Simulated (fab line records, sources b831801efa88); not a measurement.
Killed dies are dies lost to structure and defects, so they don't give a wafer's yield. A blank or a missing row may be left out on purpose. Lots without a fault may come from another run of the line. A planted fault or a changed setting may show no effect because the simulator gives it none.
Which tool did it? | flow sky130 | 23 lots, 69 wafers sampled, at 1 step of a route of 708

WHAT THE GAUGES READ, wafer by wafer
SKY_LDD_P_OVL_MEAS_08.
lot  | measured     | on         | LDD_P_OVL (nm)
L074 | day 18 20:11 | overlay-01 | 0.3 -1.0 1.0
L075 | day 19 04:11 | overlay-02 | -1.8 -4.8 -2.2
L076 | day 19 12:37 | overlay-02 | 1.4 0.2 -0.1
L077 | day 20 02:38 | overlay-02 | -0.7 -2.0 -1.6
L078 | day 20 09:31 | overlay-01 | 1.4 2.2 0.5
L079 | day 20 23:10 | overlay-02 | -2.3 -0.5 -1.7
L080 | day 21 00:25 | overlay-01 | -1.4 -1.9 -2.6
L081 | day 21 17:47 | overlay-01 | -2.4 0.2 -0.1
L082 | day 22 10:13 | overlay-01 | -1.3 1.6 0.0
L083 | day 22 15:55 | overlay-02 | -3.5 -1.7 -1.6
L084 | day 22 21:16 | overlay-02 | -2.1 0.9 0.1
L085 | day 23 01:46 | overlay-02 | -0.3 -2.7 -0.4
L086 | day 23 14:52 | overlay-02 | -0.7 -0.9 -0.2
L087 | day 24 01:25 | overlay-01 | -1.1 0.1 -1.1
L088 | day 24 03:10 | overlay-01 | -2.5 -4.2 -4.4
L089 | day 24 19:32 | overlay-02 | -1.4 -2.4 -2.9
L090 | day 24 22:13 | overlay-02 | 1.1 -0.1 0.8
L092 | day 25 10:34 | overlay-01 | -2.0 -2.2 -1.7
L094 | day 26 10:01 | overlay-02 | -0.5 0.2 0.7
L093 | day 26 14:21 | overlay-01 | -1.7 -0.6 0.3
L095 | day 26 15:40 | overlay-01 | -2.4 2.8 -1.1
L096 | day 26 22:42 | overlay-02 | -0.8 -3.1 -1.3
L097 | day 27 03:49 | overlay-02 | -2.8 -0.5 -0.2

WHICH TOOL RAN EACH LOT (tool, then ch and the chambers of the sampled wafers, then the start)
The record holds no process step before these readings.

WHAT THE TOOLS THEMSELVES READ (means of the sampled wafers that have a number; where no wafer has one, the mark that the record gives instead)
The record holds no such reading with a usual standard deviation.

THE ANSWER, worked out from the rows above alone
Rule: what is usual is taken from the lots themselves. Put in order of their means at a reading, lots are off if they are a third of the lots or fewer, leave a main group of 4 or more, and stand apart from it by a gap of 3 or more times the standard deviation of the main group's means; of several such gaps the widest counts. A main group whose means are all the same, to the digits that the tables above print for the reading, isn't used. A lot without any number at a reading at which 4 lots or more have one is off too. The other lots that the step has rows for count as sound. The gauges are gone through in route order, then the tools' own readings, and for those a lot's mean is taken as printed above. The first step at which some lot is off is used, and at that step the reading that is off furthest; a lot without a number counts as furthest.
No lot is off at any reading shown: from this, nothing can be told.

WHAT THE SIMULATOR HAD PUT IN
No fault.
